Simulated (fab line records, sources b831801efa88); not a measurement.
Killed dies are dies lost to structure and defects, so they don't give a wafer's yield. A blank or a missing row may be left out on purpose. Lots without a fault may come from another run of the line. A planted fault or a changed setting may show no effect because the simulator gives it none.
fab line records | flow gf180mcu
record lots=5 wafers=15 last_day=34
route steps=602 shown NSD@240 PSD@248
lots that met no fault: from a run of the same line without faults
start_h: hours from the record's first day to the start of the lot's first wafer shown | wait_h: hours since the lot's step before | " the same as in the row above | L1.1+2: a row that stands for several wafers | - no value, or no start given | * or withheld: withheld | < > ~ a bound
route shown NAME@n: a module of which the file shows steps, and the number in the route of the first | usual: mean/standard deviation of fault-free wafers | same: alike in all rows | chamber/n: place in a boat | sites: the reading at each site | _std_site: their standard deviation | _edge_site: outer sites' mean less inner sites' | radius_mm: how far each site lies from the wafer's centre | mask NAME#n: copy n | behind: the tool/chamber that last shaped the wafer | hold: why the lot was held/for how many hours/how that ended | device: the transistor (n, p or np) that didn't switch | end of line: the same wafers' tests at the end of the route | a step without rows: its recipe alone | killed: dies lost to structure and defects at the first sort, not the wafer's yield | map: a wafer's dies, x killed, . not, _ none there
set.NAME: the setting as run; set.NAME@STEP: as run at that earlier step | model.NAME: the simulator's own value behind a step, which no gauge read
lots at some steps of the route; a table a step, a row a wafer
services: from which hour (start_h, from the record's first day; less than 0 if before it) a tool's chamber was out of use, for how many hours, and why
## steps
# step GF_NSD_PEB_05
# recipe temp_c=withheld time_s=* resist=NOVOLAK
# step GF_NSD_DEVELOP_06
# recipe develop_time_s=60 dev_temp_c=23
# step GF_NSD_CD_MEAS_07
# recipe target_cd_nm=400
# usual cd_nm=400.3/2.3
# columns lot.wafer tool chamber start_h wait_h cd_nm
L499.1 cd_sem-01 - 316.07 0.1 398.2
L499.3 " - " " 399.7
L499.6 " - " " 401.0
L500.1 cd_sem-02 - 320.78 0.1 400.0
L500.4 " - " " 400.6
L500.5 " - " " 400.6
L505.3 cd_sem-02 - 362.02 0.1 399.5
L505.4 " - " " 400.8
L505.5 " - " " 399.4
L512.2 cd_sem-01 - 421.75 0.1 403.6
L512.5 " - " " 403.2
L512.6 " - " " 404.4
L519.2 cd_sem-02 - 474.64 0.1 402.5
L519.4 " - " " 403.3
L519.5 " - " " 401.9
# step GF_NSD_OVL_MEAS_08
# usual NSD_OVL=-0.6/1.3
# columns lot.wafer tool chamber start_h wait_h NSD_OVL[nm]
L499.1 overlay-01 - 316.19 0.1 -1.0
L499.3 " - " " 1.9
L499.6 " - " " -1.5
L500.1 overlay-02 - 320.90 0.1 -0.5
L500.4 " - " " 0.0
L500.5 " - " " -2.3
L505.3 overlay-01 - 362.12 0.1 -2.3
L505.4 " - " " 0.4
L505.5 " - " " -1.3
L512.2 overlay-01 - 421.85 0.1 -4.1
L512.5 " - " " -2.1
L512.6 " - " " -1.2
L519.2 overlay-02 - 474.75 0.1 1.3
L519.4 " - " " -0.1
L519.5 " - " " 2.0
# step GF_NSD_IMPLANT_09
# recipe species=As energy_kev=60 dose_cm2=4e+15 tilt_deg=7
# step GF_NSD_IMPLANT_10
# recipe species=P energy_kev=40 dose_cm2=5e+14 tilt_deg=7
# step GF_NSD_STRIP_11
# recipe chemistry=O2/N2 power_w=1400 pressure_mtorr=1500 platen_temp_c=250 o2_flow_sccm=3000 n2_flow_sccm=300 overash_fraction=0.5
# usual drypump_motor_current_A=5.7/0.42 heater_power_w=312/26 oes_product_au=0.486/0.0042 strip_time_to_endpoint_s=22.97/0.037
# columns lot.wafer tool chamber start_h wait_h drypump_motor_current_A heater_power_w oes_product_au rf_hours_counter_h strip_time_to_endpoint_s
L499.1 plasma_asher-01 1 316.53 0.1 6.2 331 0.491 56 22.96
L499.3 " 0 " " 6.0 289 0.485 - 22.92
L499.6 " 1 " " 6.2 325 0.490 - 22.95
L500.1 plasma_asher-02 0 321.24 0.1 5.0 283 0.482 22 22.96
L500.4 " 0 " " 5.1 290 0.475 - 22.96
L500.5 " 1 " " 5.3 300 0.488 - 23.00
L505.3 plasma_asher-01 0 362.47 0.1 6.1 291 0.489 - 22.96
L505.4 " 1 " " 6.2 334 0.484 - 23.00
L505.5 " 0 " " 6.1 301 0.493 - 22.99
L512.2 plasma_asher-01 1 422.18 0.1 6.2 328 0.489 68 22.94
L512.5 " 0 " " 6.1 291 0.482 - 22.94
L512.6 " 1 " " 6.2 332 0.486 - 22.92
L519.2 plasma_asher-02 0 475.08 0.1 5.1 292 0.487 39 23.00
L519.4 " 1 " " 5.3 302 0.486 - 22.99
L519.5 " 1 " " 5.3 295 0.480 - 22.96
# step GF_NSD_TW_MEAS_12
# usual NSD_TW=4241/31
# columns lot.wafer tool chamber start_h wait_h NSD_TW
L499.1 film_metro-04 - 316.63 0.1 4247
L499.3 " - " " 4243
L499.6 " - " " 4232
L500.1 film_metro-04 - 321.34 0.1 4235
L500.4 " - " " 4222
L500.5 " - " " 4209
L505.3 film_metro-04 - 362.56 0.1 4246
L505.4 " - " " 4253
L505.5 " - " " 4247
L512.2 film_metro-01 - 422.29 0.1 4221
L512.5 " - " " 4243
L512.6 " - " " 4213
L519.2 film_metro-04 - 475.19 0.1 4248
L519.4 " - " " 4228
L519.5 " - " " 4253
# step GF_PSD_DEHYDRATE_00
# recipe temp_c=200 time_s=60
# step GF_PSD_HMDS_01
# recipe prime_time_s=60 prime_temp_c=120
# step GF_PSD_COAT_02
# recipe resist=NOVOLAK spin_rpm=3000 resist_thk_nm=1000
# step GF_PSD_SOFTBAKE_03
# recipe temp_c=90 time_s=60 resist=NOVOLAK
# step GF_PSD_EXPOSE_04
# recipe mask_id=Pplus target_cd_nm=400 na=0.6 source_shape=conventional sigma_outer=0.6 dose_mj=140
# usual stage_vel_mm_s=499.96/0.25
# columns lot.wafer tool chamber start_h wait_h mask stage_vel_mm_s
L499.1 iline_stepper-01 0 327.16 - Pplus#0 500.08
L499.3 " 0 " " Pplus#0 499.79
L499.6 " 0 " " Pplus#0 499.38
L500.1 iline_stepper-02 0 332.01 - Pplus#0 499.65
L500.4 " 0 " " Pplus#0 500.04
L500.5 " 0 " " Pplus#0 500.03
L505.3 iline_stepper-02 0 373.32 - Pplus_R1#0 500.41
L505.4 " 0 " " Pplus_R1#0 500.19
L505.5 " 0 " " Pplus_R1#0 500.00
L512.2 iline_stepper-01 0 434.60 - Pplus#0 499.55
L512.5 " 0 " " Pplus#0 499.57
L512.6 " 0 " " Pplus#0 500.30
L519.2 iline_stepper-01 0 487.48 - Pplus#0 500.08
L519.4 " 0 " " Pplus#0 500.21
L519.5 " 0 " " Pplus#0 499.76
# step GF_PSD_PEB_05
# recipe temp_c=withheld time_s=* resist=NOVOLAK
# step GF_PSD_DEVELOP_06
# recipe develop_time_s=60 dev_temp_c=23
# step GF_PSD_CD_MEAS_07
# recipe target_cd_nm=400
# usual cd_nm=400.3/2.7
# columns lot.wafer tool chamber start_h wait_h cd_nm
L499.1 cd_sem-01 - 337.13 0.1 396.9
L499.3 " - " " 395.2
L499.6 " - " " 397.2
L500.1 cd_sem-02 - 342.14 0.1 407.4
L500.4 " - " " 404.5
L500.5 " - " " 405.4
L505.3 cd_sem-02 - 384.82 0.1 317.8
L505.4 " - " " 318.8
L505.5 " - " " 320.2
L512.2 cd_sem-01 - 446.00 0.1 403.6
L512.5 " - " " 405.7
L512.6 " - " " 403.4
L519.2 cd_sem-01 - 498.95 0.1 400.1
L519.4 " - " " 399.6
L519.5 " - " " 397.4
# step GF_PSD_OVL_MEAS_08
# usual PSD_OVL=0.7/1.4
# columns lot.wafer tool chamber start_h wait_h PSD_OVL[nm]
L499.1 overlay-01 - 337.25 0.1 3.2
L499.3 " - " " 1.0
L499.6 " - " " 1.6
L500.1 overlay-02 - 342.26 0.1 2.3
L500.4 " - " " 0.6
L500.5 " - " " 0.6
L505.3 overlay-02 - 384.91 0.1 -1.6
L505.4 " - " " -0.8
L505.5 " - " " -0.5
L512.2 overlay-02 - 446.11 0.1 0.9
L512.5 " - " " -0.6
L512.6 " - " " 1.9
L519.2 overlay-02 - 499.06 0.1 1.0
L519.4 " - " " -1.4
L519.5 " - " " -0.7
## services
# columns tool chamber start_h hours kind
iline_stepper-02 - 325.00 2.4 repair
plasma_asher-01 - 376.44 4.4 repair
plasma_asher-01 - 407.07 2.4 repair
iline_stepper-01 0 410.51 - calibration
iline_stepper-02 - 415.22 1.7 pm
iline_stepper-02 0 467.13 - calibration
## key
first_sign step=GF_PSD_EXPOSE_04 reading=mask direction=changed
effect step=GF_PSD_CD_MEAS_07 reading=cd_nm direction=down sigmas=30 usual=400.3 struck=318.9
met_at GF_PSD_EXPOSE_04
struck_wafers L505.3,L505.4,L505.5
sort_left_out L505.3,L505.4,L505.5
tester_left_out L505
onset_between 332.01 373.32
fault kind=wrong_mask tool=any chamber=- onset_h=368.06 steps=GF_PSD_EXPOSE_04 aux_copy=Pplus_R1#0 cd_offset_nm=-80 scope=struck_lots_only
# tester_left_out: of these lots the tester's yield and bins aren't shown, on N5 and GAA mostly nor the transistor test; their killed dies are dies lost to structure and defects alone, not to doping, threshold or leakage, so they don't give the yield
# sort_left_out: the simulated sort isn't trusted on such a fault, so these wafers' sort isn't shown, and their yield isn't known
